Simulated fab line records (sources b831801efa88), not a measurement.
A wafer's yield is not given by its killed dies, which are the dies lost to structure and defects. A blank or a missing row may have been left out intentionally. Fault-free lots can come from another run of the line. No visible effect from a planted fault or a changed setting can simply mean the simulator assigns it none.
A struck lot beside a sound one ; flow sfq line ; 14 out of 325 route steps
Sound: wafers L332.2, L332.3, L332.4. Wafers L330.1, L330.2, L330.5 were the ones struck. At the end, the cause is stated.
Each step with rows lists, per side, the tool, then ch with its chambers, then its first start. Under that, the readings that differ: sound wafers ; struck wafers ; difference of the means ; sigmas: that difference in standard deviations of wafers without a fault.
alike: words and numbers the same on both sides, and readings whose means are apart by under 2 such deviations; not compared: readings that were withheld, readings missing a value for some wafer, numbers with overlapping values and no deviation given by the record, and bounds like >300 which may hide the same value.
A row with sigmas, a row that says differs or no value, or rows on one side alone: a step with any of these is where the two part. Numbers that have no deviation but don't overlap get no sigmas and don't part them. A reading that every wafer of one side lacks parts them only if that side has two wafers or more.

first, 3 steps without rows for these wafers: SFQ_TRILAYER_I7_VIA_LITHO_EXPOSE_188 (exposes mask I7, target cd 1000 nm); SFQ_TRILAYER_I7_VIA_LITHO_PEB_190 (peb time 60 s); SFQ_TRILAYER_I7_VIA_LITHO_DEVELOP_189 (time 60 s).
SFQ_I7_OVL_MEAS_947:
  sound: overlay-02 at day 86 13:22; struck: overlay-01 at day 86 07:22
  alike: I7_OVL
SFQ_TRILAYER_I7_VIA_BARC_OPEN_VIA_ETCH_260: etches BARC in O2, target depth 125 nm, time 41.7 s.
  sound on rie diel-01 ch 0,1,3, day 86 13:24; struck on rie diel-04 ch 0,3, day 86 07:24
  alike: drypump motor current A, oes product au
  not compared: rf hours counter h
SFQ_TRILAYER_I7_VIA_ETCH_VIA_ETCH_190: etches SiO2 in CHF3, stops on Nb, target depth 260 nm.
  sound on rie diel-01 ch 0,1,3, day 86 13:26; struck on rie diel-04 ch 0,3, day 86 07:26
  alike: drypump motor current A, oes product au
SFQ_TRILAYER_I7_VIA_STRIP_STRIP_191: strips in O2.
  sound on rie metal-01 ch 0,1, day 86 13:33; struck on rie metal-02 ch 0,1, day 86 07:33
  alike: drypump motor current A, oes product au
  not compared: rf hours counter h
then, 5 steps without rows for these wafers: SFQ_TRILAYER_I7_VIA_STRIP_SOLV_CLEAN_192 (cleans in NMP, time 600 s); SFQ_TRILAYER_M8_LITHO_LOR_COAT_197; SFQ_TRILAYER_M8_LITHO_LOR_BAKE_198; SFQ_TRILAYER_M8_LITHO_COAT_193 (resist thk 600 nm); SFQ_TRILAYER_M8_LITHO_SOFTBAKE_199.
-- the record jumps here: 4 days lie between the struck wafers' starts before and after --
SFQ_TRILAYER_M8_LITHO_EXPOSE_194: exposes mask M8, target cd 2000 nm.
  sound on krf scanner-01 ch 0, day 90 08:10; struck on krf scanner-01, day 90 03:10
  no value came back on the struck wafers for exposure dose mJ cm2, focus offset nm (nm); on the sound wafers exposure dose mJ cm2 reads 14.398 14.390 14.392
  alike: mask
then, 1 step without rows for these wafers: SFQ_TRILAYER_M8_LITHO_PEB_196 (peb time 60 s).

== WHERE THEY PART ==
Only at SFQ_TRILAYER_M8_LITHO_EXPOSE_194, as far as this record shows.

WHY: what had been put in by the simulator
At SFQ_TRILAYER_M8_LITHO_EXPOSE_194, the step was skipped entirely on krf scanner-01 from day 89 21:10 on. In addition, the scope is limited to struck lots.
